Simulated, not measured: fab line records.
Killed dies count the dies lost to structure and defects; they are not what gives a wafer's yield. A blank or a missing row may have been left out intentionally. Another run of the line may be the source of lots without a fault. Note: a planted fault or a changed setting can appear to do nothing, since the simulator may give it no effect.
Chamber matching ; flow sky130 ; 4 sister chambers for SKY_VIA4_CMP_21 on cmp-02
The step polishes, stops on SiO2, t overpolish 25 s, target thk 0 nm. 14 wafers are shown with their chamber, then 7 later ones without.

## WAFERS, EACH WITH ITS CHAMBER
wafer;chamber;motorCurrentA (A);timeToEndpointS (s);edgeZonePressureFrac
L564.2;3;10.6;122;1.002
L564.3;0;9.9;127;0.995
L564.4;2;9.0;125;1.006
L565.3;0;10.0;132;0.995
L565.5;3;10.4;127;0.998
L565.6;2;8.8;124;1.005
L572.2;1;10.7;121;0.992
L572.4;2;9.4;123;1.004
L572.6;3;10.4;123;0.995
L578.1;1;10.9;119;0.994
L578.3;3;10.6;119;0.994
L578.4;2;9.1;117;0.993
L582.2;3;10.4;121;0.995
L582.4;0;9.6;126;0.999

SIGNATURES, as means of the wafers listed above
reading;chamber 0;chamber 1;chamber 2;chamber 3;scatter within a chamber
motorCurrentA;9.833;10.800;9.075;10.480;0.185
timeToEndpointS;128.33;120.00;122.25;122.40;3.11
edgeZonePressureFrac;0.99633;0.99300;1.00200;0.99680;0.00407
Rule: distance of a wafer from a chamber = root of the sum over the readings of ((wafer's reading minus chamber's mean) / reading's scatter) squared. The wafer belongs to the nearest chamber; if the next one is less than 2 further off, it can't be placed. The scatter: take each reading less its chamber's mean, square it, sum over the shown wafers, divide by the number of wafers less the number of chambers, and take the root.

## WAFERS WHOSE CHAMBER IS MISSING
wafer;motorCurrentA (A);timeToEndpointS (s);edgeZonePressureFrac
L582.5;11.0;119;1.001
L583.2;10.1;121;0.997
L583.4;9.2;120;0.999
L583.6;10.9;118;0.999
L586.1;10.2;129;0.995
L586.3;10.5;124;1.001
L586.4;9.9;123;0.994

## THE CHAMBER EACH PASSED THROUGH
wafer;from the rows above;in truth
L582.5;can't be placed: 1 or 3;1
L583.2;can't be placed: 3 or 0 or 1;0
L583.4;2;2
L583.6;can't be placed: 1 or 3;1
L586.1;can't be placed: 0 or 3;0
L586.3;can't be placed: 3 or 1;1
L586.4;can't be placed: 0 or 3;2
Placed correctly: 1 of 7. These rows do not allow placing 6 (true chamber among the candidates in 5). Wrongly placed: 0.
